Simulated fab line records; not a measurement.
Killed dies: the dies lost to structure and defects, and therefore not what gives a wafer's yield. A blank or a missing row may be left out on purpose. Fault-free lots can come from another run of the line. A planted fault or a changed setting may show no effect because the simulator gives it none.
Split-lot study | flow sky130 | 5 lots, 23 wafers read, on a route of 708 steps

== THE SPLIT ==
At SKY_DNWELL_EXPOSE_04 (exposes mask DNM, target cd 3000 nm), the setting dose-mj was moved away from the recipe's 222 on 6 of the 23 wafers read, by -6.8% to +6.1%. All remaining wafers had this setting at the recipe value.

== FROM THE SPLIT TO THE READING: what the file shows between them, 1 step ==
- SKY_DNWELL_PEB_05

== THE READING ==
DNWELL.cd-nm (the simulator's own value, which no gauge read), in nm, at SKY_DNWELL_DEVELOP_06 (develop time 60 s). No usual value for it is given in the file. Across the 17 wafers here that went through the recipe, the average is 2994 nm and the standard deviation 4.6 nm.

wafer  | tool, chamber at the split | dose-mj as run | against the recipe | DNWELL.cd-nm, nm | against lot-mates on the recipe
L077.1 | iline-stepper-01, 0        | 222            | recipe             | 2993             | -
L077.3 | iline-stepper-01, 0        | 222            | recipe             | 2993             | -
L077.2 | iline-stepper-01, 0        | 222            | recipe             | 2994             | -
L077.5 | iline-stepper-01, 0        | 222            | recipe             | 2992             | -
L077.6 | iline-stepper-01, 0        | 222            | recipe             | 2995             | -
L079.1 | iline-stepper-01, 0        | 206.8          | -6.8%              | 2962             | -24
L079.2 | iline-stepper-01, 0        | 206.8          | -6.8%              | 2962             | -24
L079.3 | iline-stepper-01, 0        | 206.8          | -6.8%              | 2963             | -23
L079.4 | iline-stepper-01, 0        | 222            | recipe             | 2986             | -
L079.6 | iline-stepper-01, 0        | 222            | recipe             | 2986             | -
L080.1 | iline-stepper-01, 0        | 235.6          | +6.1%              | 3008             | +17
L080.2 | iline-stepper-01, 0        | 222            | recipe             | 2990             | -
L080.4 | iline-stepper-01, 0        | 235.6          | +6.1%              | 3009             | +18
L080.6 | iline-stepper-01, 0        | 235.6          | +6.1%              | 3009             | +18
L080.5 | iline-stepper-01, 0        | 222            | recipe             | 2992             | -
L084.1 | iline-stepper-01, 0        | 222            | recipe             | 2999             | -
L084.3 | iline-stepper-01, 0        | 222            | recipe             | 3000             | -
L084.4 | iline-stepper-01, 0        | 222            | recipe             | 3000             | -
L084.5 | iline-stepper-01, 0        | 222            | recipe             | 3000             | -
L084.6 | iline-stepper-01, 0        | 222            | recipe             | 3001             | -
L085.3 | iline-stepper-01, 0        | 222            | recipe             | 2993             | -
L085.4 | iline-stepper-01, 0        | 222            | recipe             | 2991             | -
L085.5 | iline-stepper-01, 0        | 222            | recipe             | 2991             | -

THE FIT
A straight line over all 23 wafers: DNWELL.cd-nm changes by +3.62 nm for each +1% of dose-mj; r = +0.92; the points scatter about the line by 5.3 nm.
The same after taking each lot's own level away (the mean of its wafers on the recipe; 23 wafers): +3.2 nm for each +1%; r = +0.99; scatter 1.2 nm.
Per that fit: largest dose-mj move, reading shift of 22 nm.
The span of the lots' own levels, 2986.0 to 3000.0 nm, comes to 3.1 times the standard deviation stated above.
So the lot-to-lot level changes the slope: the two fits differ.
Check: for one of the wafers moved furthest among these (-6.8%), held out of the fit, the line's prediction against its lot-mates is -21.9 nm. Against them it came out at -24 nm.

== OTHER SPLITS APPLIED TO THESE WAFERS ==
Note: prior to the reading, these wafers also went through further splits. Each is held against what the fit with the lots' levels taken away leaves over:
other split on the same wafers      | wafers away from the commonest value | r with DNWELL.cd-nm (lot level and that fit taken away)
SKY_FIELD_ISO_COAT_07 resist-thk-nm | 9                                    | +0.00
SKY_FIELD_ISO_OXIDATION_22 temp-c   | 18                                   | +0.01
SKY_NWELL_OXIDATION_01 temp-c       | 15                                   | +0.40

== FILE'S OWN FIT ==
DNWELL.cd-nm changes by +3.19 nm for each +1% of dose-mj, r = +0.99.
